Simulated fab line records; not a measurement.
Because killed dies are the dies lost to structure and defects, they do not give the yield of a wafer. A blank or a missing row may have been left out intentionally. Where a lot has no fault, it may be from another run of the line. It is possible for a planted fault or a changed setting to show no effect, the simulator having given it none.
Which tool is to blame?	flow gf180mcu	6 lots, 16 wafers sampled, at 2 steps of a route of 602

WHAT THE GAUGES SHOWED, per wafer
GF_V1_THK_MEAS_03.
lot	measured	on	V1_CVD_02_THK (nm)
L708	day 17 13:40	film metro-04	839 825 851
L710	day 18 03:22	film metro-03	851 840 846
L712	day 19 07:10	film metro-03	844 855 861
L718	day 21 06:03	film metro-02	831 836
L720	day 22 05:20	film metro-02	841 852
L726	day 24 06:34	film metro-03	854 862 862

EACH LOT AND THE TOOL THAT RAN IT (in order: tool; ch and the chambers of the sampled wafers; start)
lot	GF_M1_SPUTTER_00
L708	pvd sputter-04, day 16 14:32
L710	pvd sputter-03, day 17 03:18
L712	pvd sputter-03, day 18 05:31
L718	pvd sputter-02, day 20 05:19
L720	pvd sputter-04, day 21 05:06
L726	pvd sputter-02, day 23 07:01
- GF_M1_SPUTTER_00: material Ti, target thk 37.5 nm, time 150 s.

THE ANSWER, worked out from the rows above alone
Rule: usual is defined by the lots themselves. Put in order of their means at a reading, lots are off if they are a third of the lots or fewer, leave a main group of 4 or more, and stand apart from it by a gap of 3 or more times the standard deviation of the main group's means; of several such gaps the widest counts. The tables above print the reading to a certain number of digits; a main group whose means all agree to those digits is not used. Also off: a lot with no number at a reading for which 4 or more lots have one. Where the step has rows for the other lots, those lots are counted as sound.
No lot is off on any of the readings shown, so nothing can be concluded from this.

WHAT WAS PUT IN BY THE SIMULATOR
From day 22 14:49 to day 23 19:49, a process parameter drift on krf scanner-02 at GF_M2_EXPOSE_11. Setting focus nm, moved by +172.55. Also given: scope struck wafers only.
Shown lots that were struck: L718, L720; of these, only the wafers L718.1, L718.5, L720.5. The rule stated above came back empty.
